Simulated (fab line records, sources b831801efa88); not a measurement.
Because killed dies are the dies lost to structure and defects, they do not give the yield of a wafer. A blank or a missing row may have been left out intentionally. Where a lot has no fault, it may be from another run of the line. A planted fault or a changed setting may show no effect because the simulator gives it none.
Comparing a struck lot with a sound one || flow sky130 || 17 steps out of a route of 708
Sound: the wafers L725.1, L725.4, L725.5. Struck: wafer L718.1. (L718.3, L718.6 of the same lot were not struck and are left out.) The cause comes at the end.
At each step with rows: each side's tool, then ch and its chambers, then its first start. Under that, the readings that differ: sound wafers || struck wafers || difference of the means || sigmas: that difference in standard deviations of wafers without a fault.
alike: words and numbers the same on both sides, and readings whose means are apart by under 2 such deviations; not compared: readings that were withheld, readings missing a value for some wafer, numbers with overlapping values and no deviation given by the record, and bounds like >300 which may hide the same value.
Wherever a step has rows on one side only, a row that says differs or no value, or a row with sigmas, the two part there. Numbers that have no deviation but don't overlap get no sigmas and don't part them. A reading missing from all wafers of one side parts the sides only when that side holds two or more wafers.

SKY_VT_ADJUST_HVTP_OVL_MEAS_08:
  sound: overlay-01 at day 9 21:00; struck: overlay-02 at day 8 03:24
  alike: VT_ADJUST_HVTP_OVL
following that, these wafers have no rows for 1 step: SKY_VT_ADJUST_HVTP_IMPLANT_09.
SKY_VT_ADJUST_HVTP_STRIP_10: strips in O2/N2.
  sound on plasmaAsher-01 ch 0,1, day 9 21:11; struck on plasmaAsher-03 ch 1, day 8 03:35
  alike: drypumpMotorCurrentA, oesProductAu, stripTimeToEndpointS
  not compared: rfHoursCounterH
SKY_VT_ADJUST_HVTP_TW_MEAS_11:
  sound: filmMetro-04 at day 9 21:17; struck: filmMetro-03 at day 8 03:41
  alike: VT_ADJUST_HVTP_TW
then, 7 steps without rows for these wafers: SKY_VT_ADJUST_LVTN_DEHYDRATE_00 (time 60 s); SKY_VT_ADJUST_LVTN_HMDS_01 (prime time 60 s); SKY_VT_ADJUST_LVTN_COAT_02 (resist thk 3000 nm); SKY_VT_ADJUST_LVTN_SOFTBAKE_03; SKY_VT_ADJUST_LVTN_EXPOSE_04 (exposes mask NWM COMPLEMENT LESS NATIVE, target cd 840 nm); SKY_VT_ADJUST_LVTN_PEB_05; SKY_VT_ADJUST_LVTN_DEVELOP_06 (develop time 60 s).
SKY_VT_ADJUST_LVTN_OVL_MEAS_07:
  sound: overlay-02 at day 10 19:39; struck: overlay-01 at day 8 23:21
  alike: VT_ADJUST_LVTN_OVL
SKY_VT_ADJUST_LVTN_IMPLANT_08:
  sound on implanter-01 ch 0, day 10 19:41; struck on implanter-03 ch 0, day 8 23:23
SKY_VT_ADJUST_LVTN_STRIP_09: strips in O2/N2.
  sound on plasmaAsher-02 ch 0,1, day 10 19:50; struck on plasmaAsher-04 ch 0, day 8 23:32
{"reading": "drypumpMotorCurrentA (A)", "sound": "5.38 5.38 5.70", "struck": 6.10, "difference": "+0.61", "sigmas": "+2"}
{"reading": "oesProductAu (a.u.)", "sound": "0.723 0.715 0.717", "struck": 0.733, "difference": "+0.015", "sigmas": "+3"}
  alike: stripTimeToEndpointS
  not compared: rfHoursCounterH
SKY_VT_ADJUST_LVTN_TW_MEAS_10:
  sound: filmMetro-01 at day 10 19:56; struck: filmMetro-02 at day 8 23:38
{"reading": "VT_ADJUST_LVTN_TW", "sound": "240.9 238.6 239.3", "struck": 236.2, "difference": -3.4, "sigmas": -2}
then, 1 step without rows for these wafers: SKY_VT_ADJUST_LVTN_DEHYDRATE_11 (time 60 s).
-- a jump in the record: the struck wafers' starts before and after are 39 days apart (it breaks off in module VT_ADJUST_LVTN and resumes in module PAD_OPEN, where the first step shown is number 708 of the route) --
SKY_PAD_OPEN_PROBE_99:
  sound: prober-02 at day 49 05:07; struck: prober-01 at day 47 17:38
  alike: killed_at_M0_to_M3, killed_at_M4_up, killedAtContacts, killedAtFrontEnd, killedAtOther, killedDies, killedOpen, killedShort
  not compared: model.etest.nfet_01v8_lvt.bodyRiseV

## WHERE THEY PART
First at SKY_VT_ADJUST_LVTN_STRIP_09; last, within this record, at SKY_VT_ADJUST_LVTN_TW_MEAS_10. Later steps at which nothing parts them and some readings are alike: SKY_PAD_OPEN_PROBE_99.

WHY: the cause the simulator had injected
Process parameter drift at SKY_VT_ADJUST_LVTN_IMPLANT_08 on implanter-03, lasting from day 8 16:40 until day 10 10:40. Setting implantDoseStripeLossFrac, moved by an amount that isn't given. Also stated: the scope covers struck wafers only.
